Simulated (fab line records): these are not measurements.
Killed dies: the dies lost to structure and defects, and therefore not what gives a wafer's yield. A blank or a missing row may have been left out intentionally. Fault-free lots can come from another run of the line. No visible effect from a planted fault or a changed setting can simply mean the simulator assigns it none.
Which tool did it?	flow gf180mcu	12 lots, 36 wafers sampled, at 5 steps of a route of 602

## WHAT THE GAUGES READ, wafer by wafer
GF_CONTACT_OVL_MEAS_15.
lot	measured	on	CONTACT_OVL (nm)
L396	day 16 06:10	overlay-02	-7 -8 -9
L399	day 17 09:43	overlay-02	-13 -7 -6
L400	day 17 16:28	overlay-01	-7 5 -3
L401	day 18 03:55	overlay-01	-2 -5 0
L402	day 18 20:07	overlay-01	-5 -3 4
L404	day 19 12:52	overlay-02	3 7 2
L406	day 20 05:55	overlay-02	0 -2 2
L408	day 20 17:46	overlay-01	2 -3 1
L410	day 21 13:13	overlay-02	-4 -7 -3
L411	day 21 20:40	overlay-02	-5 0 1
L412	day 22 04:07	overlay-01	1 2 0
L414	day 23 00:52	overlay-02	-8 3

GF_V1_THK_MEAS_03.
lot	measured	on	V1_CVD_02_THK (nm)
L396	day 17 06:11	film metro-02	830 842 847
L399	day 18 11:55	film metro-04	840 848 845
L400	day 18 18:19	film metro-02	846 840 862
L401	day 19 06:01	film metro-03	831 839 851
L402	day 19 23:08	film metro-04	848 859 861
L404	day 20 15:43	film metro-04	835 852 839
L406	day 21 08:02	film metro-03	842 873 856
L408	day 21 20:46	film metro-03	853 848 889
L410	day 22 15:02	film metro-02	848 827 856
L411	day 22 22:55	film metro-02	839 885 858
L412	day 23 05:41	film metro-02	865 841 865
L414	day 24 02:28	film metro-02	836 879

## WHAT TOOL EACH LOT RAN ON (gives the tool, then ch and the chambers of the sampled wafers, and finally the start)
lot	GF_POLY_GATE_ETCH_13	GF_POLY_GATE_STRIP_14	GF_M1_STRIP_17
L396	rie si-02 ch 1,2,3, day 9 10:33	plasma asher-02 ch 0,1, day 9 10:38	plasma asher-01 ch 0,1, day 17 05:28
L399	rie si-01 ch 0,2,3, day 10 07:12	plasma asher-04 ch 0,1, day 10 07:16	plasma asher-03 ch 0,1, day 18 11:10
L400	rie si-01 ch 0,1, day 10 13:23	plasma asher-01 ch 0,1, day 10 13:26	plasma asher-04 ch 0,1, day 18 17:33
L401	rie si-02 ch 0,1,3, day 10 22:11	plasma asher-02 ch 0,1, day 10 22:14	plasma asher-01 ch 0,1, day 19 05:15
L402	rie si-01 ch 0,2,3, day 11 11:43	plasma asher-01 ch 0,1, day 11 11:46	plasma asher-04 ch 0,1, day 19 22:04
L404	rie si-02 ch 1,2,3, day 11 23:59	plasma asher-02 ch 0,1, day 12 00:03	plasma asher-04 ch 0,1, day 20 14:38
L406	rie si-01 ch 0,1,2, day 12 14:32	plasma asher-04 ch 0,1, day 12 14:35	plasma asher-04 ch 0,1, day 21 07:18
L408	rie si-01 ch 0,1,3, day 13 01:53	plasma asher-02 ch 0,1, day 13 01:57	plasma asher-04 ch 0,1, day 21 20:00
L410	rie si-02 ch 1,3, day 13 17:32	plasma asher-02 ch 0,1, day 13 17:35	plasma asher-03 ch 0, day 22 14:17
L411	rie si-02 ch 0,1,2, day 14 00:05	plasma asher-01 ch 0,1, day 14 00:09	plasma asher-04 ch 0,1, day 22 22:10
L412	rie si-02 ch 2,3, day 14 05:49	plasma asher-01 ch 0,1, day 14 05:54	plasma asher-01 ch 0,1, day 23 04:58
L414	rie si-01 ch 0,1,3, day 14 21:32	plasma asher-02 ch 0,1, day 14 21:37	plasma asher-04 ch 0,1, day 24 01:43
- GF_POLY_GATE_ETCH_13: etches poly-Si in HBr/Cl2, stops on SiO2, target depth 198.5 nm, time 69.6 s.
- GF_POLY_GATE_STRIP_14: strips in O2/N2.
- GF_M1_STRIP_17: strips in O2/N2.

## WHAT THE TOOLS THEMSELVES READ (means of the sampled wafers that have a number; where no wafer has one, the mark that the record gives instead)
GF_POLY_GATE_ETCH_13.
lot	tool	HBr_flow_sccm (sccm)	drypump motor current A (A)	oes product au (a.u.)	rf fwd power W (W)	run length s (s)	throttle valve pct (%)
L396	rie si-02	150.4	5.1	0.982	398.6	97.5	33.678
L399	rie si-01	149.8	5.9	0.983	397.5	98.2	33.685
L400	rie si-01	149.7	5.7	0.999	396.8	97.7	33.681
L401	rie si-02	149.7	5.1	0.984	398.2	97.6	33.691
L402	rie si-01	150.0	5.9	0.982	394.5	98.2	33.685
L404	rie si-02	150.4	5.1	0.984	397.0	97.5	33.686
L406	rie si-01	149.7	5.7	0.992	396.7	97.8	33.683
L408	rie si-01	149.9	5.7	0.989	395.5	97.8	33.692
L410	rie si-02	149.8	5.1	0.986	399.5	97.2	33.673
L411	rie si-02	150.1	5.2	0.983	397.0	97.9	33.683
L412	rie si-02	150.1	5.1	0.990	396.7	97.8	33.686
L414	rie si-01	150.0	5.7	0.997	397.5	86.2	33.676

GF_POLY_GATE_STRIP_14.
lot	tool	drypump motor current A (A)	heater power w (W)	oes product au (a.u.)
L396	plasma asher-02	5.76	321	0.507
L399	plasma asher-04	5.74	300	0.505
L400	plasma asher-01	5.81	395	0.502
L401	plasma asher-02	5.76	312	0.504
L402	plasma asher-01	5.85	451	0.507
L404	plasma asher-02	5.77	320	0.508
L406	plasma asher-04	5.74	298	0.505
L408	plasma asher-02	5.76	310	0.504
L410	plasma asher-02	5.60	329	0.502
L411	plasma asher-01	5.81	387	0.507
L412	plasma asher-01	5.82	392	0.501
L414	plasma asher-02	5.57	328	0.511

GF_M1_STRIP_17.
lot	tool	drypump motor current A (A)	heater power w (W)	oes product au (a.u.)	strip time to endpoint s (s)
L396	plasma asher-01	5.9	446	0.536	7.21
L399	plasma asher-03	5.3	344	0.541	7.28
L400	plasma asher-04	5.8	299	0.541	7.36
L401	plasma asher-01	5.9	447	0.542	7.38
L402	plasma asher-04	5.7	305	0.538	7.32
L404	plasma asher-04	5.9	296	0.542	7.35
L406	plasma asher-04	5.7	299	0.538	7.30
L408	plasma asher-04	5.7	301	0.533	7.13
L410	plasma asher-03	5.4	361	0.546	7.38
L411	plasma asher-04	5.7	300	0.540	7.41
L412	plasma asher-01	5.8	393	0.538	7.33
L414	plasma asher-04	5.8	297	0.540	7.39

## THE ANSWER, worked out from the rows above alone
Rule: usual is defined by the lots themselves. Put in order of their means at a reading, lots are off if they are a third of the lots or fewer, leave a main group of 4 or more, and stand apart from it by a gap of 3 or more times the standard deviation of the main group's means; of several such gaps the widest counts. A main group whose means are all the same, to the digits that the tables above print for the reading, isn't used. A lot without any number at a reading at which 4 lots or more have one is off too. Where the step has rows for the other lots, those lots are counted as sound. After the gauges, taken in route order, come the tools' own readings; for these a lot's mean is taken, as printed above. At the first step where some lot is off, the reading lying furthest off is the one used; lots without a number count as furthest.
Off at GF_POLY_GATE_ETCH_13 (run length s): L414. For the main group the mean is 97.7 s and the standard deviation 0.28.
A tool fits if, at that step or a process step before it, it ran every lot that is off, and no sound lot after the first of them. One candidate fits, namely rie si-01 at GF_POLY_GATE_ETCH_13. A fault onset in the window from L408 (day 13 01:53, its last sound lot) to L414 (day 14 21:32, its first lot off) fits.
On the lots that are off, the tool's own readings at GF_POLY_GATE_ETCH_13 differ by more than 5 times the standard deviation of the sound lots' means, which bears it out; run length s reads 86.2 s there versus 97.7 s on the sound lots.

## WHAT THE SIMULATOR PUT IN
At GF_POLY_GATE_ETCH_13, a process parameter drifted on rie si-01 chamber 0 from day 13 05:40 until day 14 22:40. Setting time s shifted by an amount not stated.
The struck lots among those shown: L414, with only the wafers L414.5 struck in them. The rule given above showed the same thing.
